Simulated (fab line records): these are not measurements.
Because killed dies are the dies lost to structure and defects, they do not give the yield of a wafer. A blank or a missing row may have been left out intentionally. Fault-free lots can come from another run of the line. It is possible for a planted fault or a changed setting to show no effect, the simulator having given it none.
Struck lot and sound lot, side by side -- flow sky130 -- 17 steps out of a route of 708
Sound: the wafers L655.1, L655.2, L655.3. Struck: wafer L651.2 (left out: L651.4, a lot-mate that was not struck); the cause follows at the end.
Per side, at each step with rows, come the tool, then ch with its chambers, and then its first start. Under that, the readings that differ: sound wafers -- struck wafers -- difference of the means -- sigmas: that difference in standard deviations of wafers without a fault.
alike: readings whose means differ by less than 2 such deviations, and words and numbers that are the same on both sides. not compared: withheld readings, readings that some wafer has no value for, bounds like >300 that may hide the same value, and numbers for which the record gives no deviation and whose values overlap.
Wherever a step has rows on one side only, a row that says differs or no value, or a row with sigmas, the two part there. Numbers that don't overlap but have no deviation are shown without sigmas and don't part them. A reading that every wafer of one side lacks parts them only if that side has two wafers or more.

first, 1 step without rows for these wafers: SKY_VT_ADJUST_NCORE_IMPLANT_09.
SKY_VT_ADJUST_NCORE_STRIP_10: strips in O2/N2.
  sound on plasma asher-04 ch 0,1, day 13 04:11; struck on plasma asher-03 ch 0, day 11 17:51
  alike: drypump motor current A, oes product au, strip time to endpoint s
  not compared: rf hours counter h
SKY_VT_ADJUST_NCORE_TW_MEAS_11:
  sound on film metro-02, day 13 04:17; struck on film metro-02, day 11 17:58
  alike: VT_ADJUST_NCORE_TW
then, 7 steps without rows for these wafers: SKY_VT_ADJUST_HVTR_DEHYDRATE_00 (time 60 s); SKY_VT_ADJUST_HVTR_HMDS_01 (prime time 60 s); SKY_VT_ADJUST_HVTR_COAT_02 (resist thk 1140 nm); SKY_VT_ADJUST_HVTR_SOFTBAKE_03 (time 60 s); SKY_VT_ADJUST_HVTR_EXPOSE_04 (exposes mask HVTRM, target cd 380 nm); SKY_VT_ADJUST_HVTR_PEB_05; SKY_VT_ADJUST_HVTR_DEVELOP_06 (develop time 60 s).
SKY_VT_ADJUST_HVTR_CD_MEAS_07 targets a cd of 380 nm.
  sound on cd sem-01, day 14 05:37; struck on cd sem-01, day 12 18:01
  alike: cd nm
SKY_VT_ADJUST_HVTR_OVL_MEAS_08:
  sound on overlay-01, day 14 05:44; struck on overlay-02, day 12 18:07
  alike: VT_ADJUST_HVTR_OVL
SKY_VT_ADJUST_HVTR_IMPLANT_09:
  sound on implanter-04 ch 0, day 14 05:47; struck on implanter-01 ch 0, day 12 18:10
reading,sound,struck,difference,sigmas
beam on s (s),10.25 10.05 9.83,8.00,-2.04,-10
faraday current uA,11.52 11.80 12.02,14.80,+3.02,+13
SKY_VT_ADJUST_HVTR_STRIP_10: strips in O2/N2.
  sound on plasma asher-01 ch 0,1, day 14 05:56; struck on plasma asher-03 ch 1, day 12 18:18
  alike: drypump motor current A, oes product au, strip time to endpoint s
  not compared: rf hours counter h
SKY_VT_ADJUST_HVTR_TW_MEAS_11:
  sound on film metro-04, day 14 06:02; struck on film metro-03, day 12 18:25
reading,sound,struck,difference,sigmas
VT_ADJUST_HVTR_TW,210.1 210.0 209.2,197.3,-12.5,-8
then, 1 step without rows for these wafers: SKY_VT_ADJUST_PCH_DEHYDRATE_00 (time 60 s).
-- the record jumps here: 36 days lie between the struck wafers' starts before and after (it left off in module VT_ADJUST_PCH and takes up again in module PAD_OPEN, whose first step shown is number 708 of the route) --
SKY_PAD_OPEN_PROBE_99:
  sound on prober-01, day 49 11:02; struck on prober-01, day 48 10:18
reading,sound,struck,difference,sigmas
model.etest.pfet_01v8_mvt.drive ua um,154.7 150.9 152.6,143.1,-9.6,
model.etest.pfet_01v8_mvt.off log10 a um,-10.49 -10.4 -10.6,-11.82,-1.32,
model.etest.pfet_01v8_mvt.vt sat v (V),-0.5532 -0.5582 -0.5608,-0.6446,-0.0872,
model.etest.pfet_01v8_mvt.vt v (V),-0.6427 -0.651 -0.647,-0.7194,-0.0725,
model.etest.pfet_01v8_mvt.vt long v (V),-0.8503 -0.8551 -0.8521,-0.9222,-0.0697,
  alike: killed_at_M0_to_M3, killed_at_M4_up, killed at contacts, killed at front end, killed at other, killed dies, killed open, killed short

## WHERE THEY PART
Earliest at SKY_VT_ADJUST_HVTR_IMPLANT_09; latest, in this record, at SKY_VT_ADJUST_HVTR_TW_MEAS_11. Later steps at which nothing parts them and some readings are alike: SKY_PAD_OPEN_PROBE_99.

WHY: the cause the simulator had injected
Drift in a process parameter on implanter-01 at SKY_VT_ADJUST_HVTR_IMPLANT_09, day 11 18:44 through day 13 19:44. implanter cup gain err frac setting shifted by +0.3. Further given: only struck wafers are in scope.
